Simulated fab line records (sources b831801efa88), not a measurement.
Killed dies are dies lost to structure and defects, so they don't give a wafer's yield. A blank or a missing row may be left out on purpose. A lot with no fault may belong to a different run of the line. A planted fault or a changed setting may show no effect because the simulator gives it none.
fab line records    flow sky130
record: lots: 6  wafers: 18  last-day: 50
route steps=708 shown FIELD_ISO@10 PAD_OPEN@708
lots untouched by any fault: they come from a run of this same line in which no faults occurred
start-h: start of the lot's first displayed wafer, in hours after the record's first day    wait-h: hours since the lot's step before    " as in the row above    L1.1+2: a row that stands for several wafers    - no value, or no start given    * or withheld: withheld    < > ~ a bound
route shown NAME@n: names a module that has steps shown in the file, with the first one's number in the route    usual: mean and standard deviation over wafers with no fault    same: alike in all rows    chamber/n: place in a boat    sites: the reading at each site    _std_site: how widely they spread, as a standard deviation    _edge_site: outer sites' mean less inner sites'    radius-mm: how far each site lies from the wafer's centre    mask NAME#n: copy n    behind: the tool/chamber that last shaped the wafer    hold: cause of the lot's hold/its duration in hours/its outcome    device: the transistor (n, p or np) that didn't switch    end of line: at the end of the route, the tests of the same wafers    where a step has no rows: the recipe by itself    killed: dies that structure and defects cost at the first sort, which is not the same as the wafer's yield    map: the dies of a wafer, with x for killed, . for not killed, _ for no die there
set.NAME: the setting as run; set.NAME@STEP: as run at that earlier step    model.NAME: the simulator's own value behind a step, which no gauge read
lots seen at some steps along the route; tables by step, rows by wafer
services: when a tool's chamber went out of use (start-h, in hours from the record's first day, below 0 if earlier), for how many hours, and the reason
== steps ==
step: SKY_FIELD_ISO_SOFTBAKE_09
recipe: temp-c: 100  time-s: 90  resist: KrF-thick
step: SKY_FIELD_ISO_EXPOSE_10
recipe: mask-id: FOM  na: 0.68  source-shape: annular  sigma-inner: 0.4  sigma-outer: 0.8  target-cd-nm: 150  dose-mj: 28
step: SKY_FIELD_ISO_PEB_11
recipe: peb-temp-c: withheld  peb-time-s: withheld  resist: KrF-thick
step: SKY_FIELD_ISO_DEVELOP_12
recipe: develop-time-s: 60  resist: KrF-thick  dev-temp-c: 21
step: SKY_FIELD_ISO_CD_MEAS_13
recipe: target-cd-nm: 150
usual: cd-nm: 150.4/1.2
lot.wafer  tool       chamber  start-h  wait-h  cd-nm
L169.3     cd-sem-02  -        44.19    -       152.0
L169.4     "          -        "        "       152.9
L169.6     "          -        "        "       152.4
L173.2     cd-sem-01  -        65.85    -       149.8
L173.3     "          -        "        "       150.8
L173.5     "          -        "        "       149.6
L185.1     cd-sem-02  -        126.33   -       149.3
L185.3     "          -        "        "       150.0
L185.4     "          -        "        "       148.1
L186.1     cd-sem-02  -        136.45   -       149.8
L186.2     "          -        "        "       151.2
L186.5     "          -        "        "       150.7
L187.2     cd-sem-02  -        142.72   -       152.2
L187.3     "          -        "        "       152.8
L187.6     "          -        "        "       152.2
L189.1     cd-sem-01  -        154.83   -       152.7
L189.2     "          -        "        "       150.7
L189.4     "          -        "        "       152.0
step: SKY_FIELD_ISO_ETCH_14
recipe: chemistry: N2/H2  target: BARC  ion-energy-ev: 200  source-w: 500  bias-w: 100  pressure-mtorr: 30  n2-flow-sccm: 100  h2-flow-sccm: 200  stop-on: SiO2  time-s: 45.9  target-depth-a: 600
usual: chamber-pressure-mTorr: 30.002/0.026  drypump-motor-current-A: 5.6/0.43  oes-product-au: 0.855/0.0048  run-length-s: 74.3/0.44  throttle-valve-pct: 13.226/0.0092
lot.wafer  tool         chamber  start-h  wait-h  chamber-pressure-mTorr  drypump-motor-current-A  oes-product-au  rf-hours-counter-h  run-length-s  throttle-valve-pct
L169.3     rie-diel-02  2        44.27    0.1     29.996                  5.9                      0.851           5                   74.1          13.238
L169.4     "            3        "        "       29.937                  5.1                      0.853           5                   74.3          13.223
L169.6     "            1        "        "       30.013                  6.0                      0.854           -                   74.3          13.246
L173.2     rie-diel-03  1        65.95    0.1     29.997                  5.3                      0.852           79                  74.0          13.242
L173.3     "            2        "        "       30.038                  5.1                      0.859           59                  74.2          13.214
L173.5     "            1        "        "       29.985                  5.3                      0.859           -                   73.9          13.225
L185.1     rie-diel-02  3        126.45   0.1     29.979                  5.1                      0.845           7                   74.0          13.225
L185.3     "            0        "        "       30.019                  5.9                      0.846           6                   74.0          13.231
L185.4     "            2        "        "       30.054                  5.9                      0.847           7                   73.8          13.216
L186.1     rie-diel-02  1        136.57   0.1     30.016                  6.0                      0.853           143                 74.1          13.224
L186.2     "            0        "        "       29.980                  6.0                      0.858           6                   74.4          13.228
L186.5     "            0        "        "       29.974                  5.9                      0.853           -                   74.4          13.222
L187.2     rie-diel-02  2        142.82   0.1     30.034                  5.9                      0.855           7                   74.2          13.217
L187.3     "            1        "        "       29.989                  6.0                      0.854           143                 74.4          13.226
L187.6     "            3        "        "       29.964                  5.1                      0.849           -                   74.1          13.229
L189.1     rie-diel-02  2        154.95   0.1     30.029                  6.0                      0.852           7                   73.9          13.228
L189.2     "            1        "        "       30.018                  6.0                      0.855           143                 74.8          13.215
L189.4     "            1        "        "       29.975                  6.0                      0.854           -                   74.2          13.226
step: SKY_FIELD_ISO_ETCH_15
recipe: chemistry: CHF3/O2  target-depth-nm: 180  stop-on: Si  source-w: 600  bias-w: 200  pressure-mtorr: 40  chf3-flow-sccm: 50  O2_flow_sccm: 5  time-s: 72
usual: chamber-pressure-mTorr: 40.00/0.04  drypump-motor-current-A: 5.6/0.43  oes-product-au: 0.946/0.0084  run-length-s: 100.4/0.42  throttle-valve-pct: 8.844/0.0097
lot.wafer  tool         chamber  start-h  wait-h  chamber-pressure-mTorr  drypump-motor-current-A  oes-product-au  rf-hours-counter-h  run-length-s  throttle-valve-pct
L169.3     rie-diel-02  2        44.31    0.0     39.95                   5.9                      0.942           5                   100.1         8.826
L169.4     "            3        "        "       40.04                   5.1                      0.950           5                   100.2         8.851
L169.6     "            1        "        "       40.05                   6.0                      0.935           -                   100.2         8.848
L173.2     rie-diel-03  1        66.00    0.0     39.96                   5.3                      0.949           79                  100.2         8.838
L173.3     "            2        "        "       39.93                   5.2                      0.939           59                  100.5         8.832
L173.5     "            1        "        "       39.93                   5.4                      0.943           -                   100.0         8.839
L185.1     rie-diel-02  3        126.50   0.0     39.96                   5.1                      0.937           7                   100.1         8.850
L185.3     "            0        "        "       40.01                   5.9                      0.945           6                   100.6         8.828
L185.4     "            2        "        "       39.94                   5.9                      0.953           7                   99.9          8.846
L186.1     rie-diel-02  1        136.61   0.0     40.08                   6.0                      0.939           143                 100.7         8.861
L186.2     "            0        "        "       39.96                   5.9                      0.931           6                   100.3         8.852
L186.5     "            0        "        "       39.95                   5.9                      0.936           -                   100.4         8.845
L187.2     rie-diel-02  2        142.86   0.0     40.01                   5.9                      0.948           7                   99.9          8.833
L187.3     "            1        "        "       40.10                   6.0                      0.956           143                 100.3         8.850
L187.6     "            3        "        "       39.99                   5.1                      0.940           -                   100.4         8.831
L189.1     rie-diel-02  2        155.00   0.0     40.05                   5.9                      0.939           7                   99.8          8.840
L189.2     "            1        "        "       40.04                   5.9                      0.951           143                 100.6         8.850
L189.4     "            1        "        "       40.02                   5.9                      0.942           -                   100.3         8.843
step: SKY_FIELD_ISO_STRIP_16
recipe: chemistry: O2/N2  power-w: 1400  pressure-mtorr: 1500  platen-temp-c: withheld  o2-flow-sccm: 3000  n2-flow-sccm: 300  overash-fraction: 0.5
usual: chamber-pressure-mTorr: 1499.9/1.4  drypump-motor-current-A: 5.56/0.18  oes-product-au: 0.377/0.0049  strip-time-to-endpoint-s: 3.53/0.042
lot.wafer  tool             chamber  start-h  wait-h  chamber-pressure-mTorr  drypump-motor-current-A  oes-product-au  rf-hours-counter-h  strip-time-to-endpoint-s
L169.3     plasma-asher-02  1        44.40    0.1     1500.0                  5.52                     0.375           -                   3.54
L169.4     "                0        "        "       1498.9                  5.47                     0.384           -                   3.53
L169.6     "                1        "        "       1498.3                  5.51                     0.379           -                   3.48
L173.2     plasma-asher-04  0        66.05    0.0     1501.6                  5.69                     0.378           37                  3.56
L173.3     "                1        "        "       1495.1                  5.37                     0.383           -                   3.53
L173.5     "                1        "        "       1498.5                  5.39                     0.375           -                   3.57
L185.1     plasma-asher-04  1        126.55   0.0     1501.8                  5.37                     0.374           43                  3.50
L185.3     "                1        "        "       1501.0                  5.39                     0.382           -                   3.58
L185.4     "                0        "        "       1500.3                  5.69                     0.364           -                   3.53
L186.1     plasma-asher-02  1        136.67   0.0     1500.0                  5.54                     0.376           1                   3.46
L186.2     "                0        "        "       1499.9                  5.46                     0.375           1                   3.54
L186.5     "                0        "        "       1499.6                  5.47                     0.374           -                   3.52
L187.2     plasma-asher-04  1        142.92   0.0     1501.1                  5.36                     0.380           45                  3.49
L187.3     "                1        "        "       1499.3                  5.35                     0.375           -                   3.44
L187.6     "                1        "        "       1501.0                  5.37                     0.383           -                   3.53
L189.1     plasma-asher-02  1        155.05   0.0     1497.3                  5.51                     0.377           3                   3.49
L189.2     "                0        "        "       1501.5                  5.49                     0.376           3                   3.47
L189.4     "                0        "        "       1500.3                  5.44                     0.380           -                   3.45
step: SKY_FIELD_ISO_ETCH_17
recipe: target-depth-a: 3420  mask-material: Si3N4  chemistry: HBr/Cl2/O2  target: Si  taper-deg: 5  icp-w: 600  bias-w: 150  pressure-mtorr: 15  HBr_flow_sccm: 150  Cl2_flow_sccm: 40  O2_flow_sccm: 6  time-s: 97.7
usual: chamber-pressure-mTorr: 14.999/0.013  drypump-motor-current-A: 5.4/0.53  oes-product-au: 0.994/0.014  run-length-s: 126.1/0.41  throttle-valve-pct: 25.660/0.012
lot.wafer  tool       chamber  start-h  wait-h  chamber-pressure-mTorr  drypump-motor-current-A  oes-product-au  rf-hours-counter-h  run-length-s  throttle-valve-pct
L169.3     rie-si-02  1        44.47    0.0     14.996                  6.1                      0.984           2                   126.4         25.677
L169.4     "          0        "        "       14.986                  5.0                      1.012           94                  126.1         25.666
L169.6     "          0        "        "       15.004                  5.0                      1.016           -                   125.9         25.647
L173.2     rie-si-01  3        66.15    0.1     14.998                  5.6                      0.998           114                 125.6         25.654
L173.3     "          0        "        "       15.003                  4.8                      0.982           48                  125.8         25.642
L173.5     "          3        "        "       15.004                  5.6                      0.999           -                   125.6         25.650
L185.1     rie-si-02  2        126.65   0.1     15.003                  5.6                      0.985           74                  126.8         25.665
L185.3     "          1        "        "       14.998                  6.1                      0.990           3                   126.4         25.683
L185.4     "          3        "        "       15.009                  4.8                      0.989           11                  126.0         25.676
L186.1     rie-si-01  2        136.77   0.1     14.975                  6.4                      0.987           57                  125.9         25.664
L186.2     "          1        "        "       15.009                  5.4                      0.983           20                  125.9         25.662
L186.5     "          3        "        "       15.020                  5.6                      0.988           -                   125.7         25.671
L187.2     rie-si-02  1        143.02   0.1     15.011                  6.1                      0.993           3                   126.5         25.654
L187.3     "          0        "        "       15.014                  5.0                      1.028           95                  126.0         25.658
L187.6     "          3        "        "       15.014                  4.9                      0.992           -                   125.9         25.636
L189.1     rie-si-02  1        155.15   0.1     14.994                  6.0                      0.996           3                   126.6         25.658
L189.2     "          0        "        "       14.994                  5.0                      1.031           95                  126.2         25.647
L189.4     "          3        "        "       15.000                  4.8                      0.994           11                  125.9         25.649
step: SKY_FIELD_ISO_WET_ETCH_18
recipe: chemistry: H3PO4  target-depth-nm: 25  temp-c: 160  target: Si3N4  time-s: 286
step: SKY_FIELD_ISO_CLEAN_19
recipe: chemistry: SC1/SC2  mix: 1:4:20  temp-c: 70  time-s: 150
step: SKY_FIELD_ISO_CLEAN_20
recipe: chemistry: dHF  time-s: 20  dilution: 100:1
step: SKY_FIELD_ISO_WET_ETCH_21
recipe: chemistry: dHF  dilution: 100:1  target-depth-nm: 20  dry: ipa-marangoni  target: SiO2  temp-c: 25  time-s: 400
usual: run-length-s: 427/3.2
lot.wafer  tool          chamber  start-h  wait-h  run-length-s
L169.3     wet-bench-01  3        44.69    0.0     425
L169.4     "             3        "        "       425
L169.6     "             3        "        "       425
L173.2     wet-bench-04  1        66.39    0.0     425
L173.3     "             1        "        "       425
L173.5     "             1        "        "       425
L185.1     wet-bench-01  1        126.88   0.0     387
L185.3     "             1        "        "       387
L185.4     "             1        "        "       387
L186.1     wet-bench-01  1        136.99   0.0     381
L186.2     "             1        "        "       381
L186.5     "             1        "        "       381
L187.2     wet-bench-02  3        143.24   0.0     425
L187.3     "             3        "        "       425
L187.6     "             3        "        "       425
L189.1     wet-bench-04  3        155.38   0.0     424
L189.2     "             3        "        "       424
L189.4     "             3        "        "       424
step: SKY_FIELD_ISO_OXIDATION_22
recipe: temp-c: 950  ambient: O2  stabilise-s: 600  purge-s: 300  target-thk-a: 100  ox-time-s: 623
step: SKY_PAD_OPEN_PROBE_99
usual: killed_at_M0_to_M3: 44/6.9  killed_at_M4_up: 3.2/1.8  killed-at-contacts: 23/5.2  killed-at-front-end: 15/4.5  killed-at-other: 0.3/0.56  killed-dies: 85/8.8  killed-open: 47/6.7  killed-short: 39/6.4
same: gross-dies: 492  killed-at-back-side: 0
lot.wafer  tool       chamber  start-h  wait-h  killed_at_M0_to_M3  killed_at_M4_up  killed-at-contacts  killed-at-front-end  killed-at-other  killed-dies  killed-open  killed-short
L169.3     prober-01  -        1090.98  0.2     42                  4                26                  9                    0                81           44           37
L169.4     prober-01  -        1091.03  0.2     32                  2                32                  8                    1                75           45           30
L169.6     prober-01  -        1091.13  0.2     40                  6                28                  8                    0                82           46           36
L173.2     prober-02  -        1119.57  0.1     44                  6                15                  18                   0                83           36           47
L173.3     prober-02  -        1119.62  0.2     52                  6                24                  13                   0                95           56           39
L173.5     prober-02  -        1119.72  0.2     45                  2                24                  21                   0                92           50           42
L185.1     prober-02  -        1184.17  0.1     49                  2                24                  23                   0                98           57           41
L185.3     prober-02  -        1184.27  0.2     45                  2                24                  16                   0                87           43           44
L185.4     prober-02  -        1184.32  0.2     43                  1                21                  15                   0                80           43           37
L189.1     prober-02  -        1200.88  0.4     47                  5                17                  13                   0                82           39           43
L189.2     prober-02  -        1200.93  0.4     60                  0                26                  15                   0                101          54           47
L189.4     prober-02  -        1201.03  0.5     56                  5                20                  16                   0                97           52           45
killed by level:class
L169.3 LI_CONTACT:geometric-particle:open=9 CONTACT:geometric-particle:open=9 VIA1:geometric-particle:short=9 VIA3:geometric-particle:open=8 VIA2:geometric-particle:open=5 CONTACT:geometric-particle:short=5 METAL1:geometric-particle:short=5 VIA1:geometric-particle:open=5
L169.4 CONTACT:geometric-particle:open=11 LI_CONTACT:geometric-particle:open=9 VIA1:geometric-particle:open=7 VIA3:geometric-particle:open=6 LI_CONTACT:geometric-particle:short=4 CONTACT:geometric-particle:short=4 VIA3:geometric-particle:short=4 FIELD_ISO:geometric-particle:open=3
L169.6 VIA1:geometric-particle:open=11 LI_CONTACT:geometric-particle:open=9 VIA3:geometric-particle:open=8 CONTACT:geometric-particle:open=7 METAL2:geometric-particle:short=5 LOCAL_INTERCONNECT:geometric-particle:short=5 VIA1:geometric-particle:short=5 CONTACT:geometric-particle:short=4
L173.2 METAL2:geometric-particle:short=10 VIA1:geometric-particle:open=9 METAL3:geometric-particle:short=7 LOCAL_INTERCONNECT:geometric-particle:short=6 FIELD_ISO:geometric-particle:open=4 FIELD_ISO:geometric-particle:short=4 CONTACT:geometric-particle:open=4 VIA2:geometric-particle:open=4
L173.3 VIA1:geometric-particle:open=22 CONTACT:geometric-particle:open=8 LI_CONTACT:geometric-particle:open=6 METAL2:geometric-particle:short=6 VIA2:geometric-particle:open=5 VIA3:geometric-particle:open=5 METAL4:geometric-particle:short=5 FIELD_ISO:geometric-particle:open=4
L173.5 VIA1:geometric-particle:open=13 VIA1:geometric-particle:short=10 CONTACT:geometric-particle:open=9 FIELD_ISO:geometric-particle:short=6 FIELD_ISO:geometric-particle:open=5 LI_CONTACT:geometric-particle:open=5 LOCAL_INTERCONNECT:geometric-particle:short=5 VIA3:geometric-particle:open=4
L185.1 METAL2:geometric-particle:short=13 CONTACT:geometric-particle:open=11 FIELD_ISO:geometric-particle:open=10 VIA1:geometric-particle:open=8 VIA3:geometric-particle:open=8 VIA2:geometric-particle:open=6 LI_CONTACT:geometric-particle:open=5 CONTACT:geometric-particle:short=5
L185.3 CONTACT:geometric-particle:open=15 METAL2:geometric-particle:short=9 VIA1:geometric-particle:open=7 FIELD_ISO:geometric-particle:short=5 FIELD_ISO:geometric-particle:open=5 METAL1:geometric-particle:short=5 VIA1:geometric-particle:short=5 CONTACT:geometric-particle:short=4
L185.4 VIA1:geometric-particle:open=11 LI_CONTACT:geometric-particle:open=6 FIELD_ISO:geometric-particle:open=5 LOCAL_INTERCONNECT:geometric-particle:short=5 METAL2:geometric-particle:short=5 VIA2:geometric-particle:open=5 VIA3:geometric-particle:open=5 FIELD_ISO:geometric-particle:short=4
L189.1 METAL2:geometric-particle:short=8 VIA3:geometric-particle:open=8 VIA2:geometric-particle:open=7 CONTACT:geometric-particle:open=6 VIA1:geometric-particle:short=6 VIA1:geometric-particle:open=6 METAL1:geometric-particle:short=5 FIELD_ISO:geometric-particle:open=4
L189.2 VIA1:geometric-particle:open=17 VIA2:geometric-particle:open=10 LI_CONTACT:geometric-particle:open=9 METAL1:geometric-particle:short=7 POLY_GATE:geometric-particle:short=6 CONTACT:geometric-particle:open=6 VIA1:geometric-particle:short=5 VIA3:geometric-particle:short=5
L189.4 VIA1:geometric-particle:open=12 VIA3:geometric-particle:open=10 METAL2:geometric-particle:short=8 METAL1:geometric-particle:short=8 LI_CONTACT:geometric-particle:open=7 CONTACT:geometric-particle:open=6 CONTACT:geometric-particle:short=5 POLY_GATE:geometric-particle:short=5
== services ==
tool             chamber  start-h  hours  kind
plasma-asher-02  -        33.27    0.7    repair
rie-diel-03      -        50.73    0.5    repair
rie-si-02        0        54.89    1.3    repair
plasma-asher-02  -        102.76   13.6   repair
plasma-asher-02  -        116.40   9.0    pm
plasma-asher-02  0        116.40   9.0    vent-cycle
plasma-asher-02  1        116.40   9.0    vent-cycle
wet-bench-04     -        122.67   1.7    repair
plasma-asher-02  0        125.40   -      clean
plasma-asher-02  1        125.40   -      clean
wet-bench-02     -        134.12   3.0    repair
rie-diel-02      0        144.17   21.7   repair
== key ==
first-sign: step: SKY_FIELD_ISO_WET_ETCH_21  reading: run-length-s  direction: down  sigmas: 14  usual: *  struck: *
effect none on later readings
met-at SKY_FIELD_ISO_WET_ETCH_21
struck-wafers L185.1,L185.3,L185.4,L186.1,L186.2,L186.5
tester-left-out L185,L186
onset-between 44.69 126.88
fault: kind: process-parameter-drift  tool: wet-bench-01  chamber: -  onset-h: 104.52  steps: SKY_FIELD_ISO_WET_ETCH_21  channel: time-s  offset: *  shape: step  end-h: 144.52  acts-in: *  stated: *
tester-left-out: of these lots the tester's yield and bins aren't shown, on N5 and GAA mostly nor the transistor test; their killed dies are dies lost to structure and defects alone, not to doping, threshold or leakage, so they don't give the yield
